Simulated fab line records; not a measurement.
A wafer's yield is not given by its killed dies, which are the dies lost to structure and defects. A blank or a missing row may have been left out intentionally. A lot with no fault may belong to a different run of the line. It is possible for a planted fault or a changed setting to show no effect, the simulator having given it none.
Chamber matching / flow gf180mcu / GF_V4_CVD_02 on pecvd-04 has 3 sister chambers
The step deposits SiO2 from TEOS, target thk 850 nm, time 94.851 s. 20 wafers are shown with their chamber, then 10 later ones without.

== EACH WAFER AND ITS CHAMBER ==
wafer=L074.1; chamber=0; heater-power-w (W)=629
wafer=L074.3; chamber=1; heater-power-w (W)=827
wafer=L074.4; chamber=1; heater-power-w (W)=859
wafer=L075.1; chamber=1; heater-power-w (W)=762
wafer=L075.2; chamber=2; heater-power-w (W)=723
wafer=L075.3; chamber=0; heater-power-w (W)=704
wafer=L076.1; chamber=2; heater-power-w (W)=670
wafer=L076.2; chamber=0; heater-power-w (W)=759
wafer=L076.5; chamber=0; heater-power-w (W)=606
wafer=L079.2; chamber=0; heater-power-w (W)=752
wafer=L079.4; chamber=1; heater-power-w (W)=836
wafer=L079.6; chamber=0; heater-power-w (W)=674
wafer=L081.2; chamber=1; heater-power-w (W)=815
wafer=L081.3; chamber=2; heater-power-w (W)=611
wafer=L081.6; chamber=1; heater-power-w (W)=868
wafer=L087.2; chamber=1; heater-power-w (W)=824
wafer=L087.3; chamber=2; heater-power-w (W)=657
wafer=L087.4; chamber=2; heater-power-w (W)=692
wafer=L088.1; chamber=0; heater-power-w (W)=642
wafer=L088.2; chamber=2; heater-power-w (W)=583

SIGNATURES, as means of the wafers listed above
reading=heater-power-w; chamber 0=680.86; chamber 1=827.29; chamber 2=656.00; scatter within a chamber=49.7
Rule: for a wafer and a chamber, the distance is found by dividing, reading by reading, the gap between the wafer's reading and the chamber's mean by the reading's scatter, squaring, summing and taking the root. The wafer belongs to the nearest chamber; if the next one is less than 2 further off, it can't be placed. The scatter: take each reading less its chamber's mean, square it, sum over the shown wafers, divide by the number of wafers less the number of chambers, and take the root.

== WAFERS WITH NO CHAMBER GIVEN ==
wafer=L088.5; heater-power-w (W)=691
wafer=L090.2; heater-power-w (W)=761
wafer=L090.5; heater-power-w (W)=592
wafer=L090.6; heater-power-w (W)=567
wafer=L093.2; heater-power-w (W)=742
wafer=L093.3; heater-power-w (W)=745
wafer=L093.5; heater-power-w (W)=680
wafer=L095.2; heater-power-w (W)=721
wafer=L095.5; heater-power-w (W)=792
wafer=L095.6; heater-power-w (W)=743

== CHAMBER TAKEN BY EACH ==
wafer=L088.5; from the rows above=can't be placed: 0 or 2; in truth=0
wafer=L090.2; from the rows above=can't be placed: 1 or 0 or 2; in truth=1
wafer=L090.5; from the rows above=can't be placed: 2 or 0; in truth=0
wafer=L090.6; from the rows above=can't be placed: 2 or 0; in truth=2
wafer=L093.2; from the rows above=can't be placed: 0 or 1 or 2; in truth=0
wafer=L093.3; from the rows above=can't be placed: 0 or 1 or 2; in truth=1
wafer=L093.5; from the rows above=can't be placed: 0 or 2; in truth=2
wafer=L095.2; from the rows above=can't be placed: 0 or 2 or 1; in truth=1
wafer=L095.5; from the rows above=can't be placed: 1 or 0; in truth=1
wafer=L095.6; from the rows above=can't be placed: 0 or 1 or 2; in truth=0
0 of 10 placed correctly. Not placeable from these rows: 10 (in 10, the candidates include the true chamber). Wrongly placed: 0.
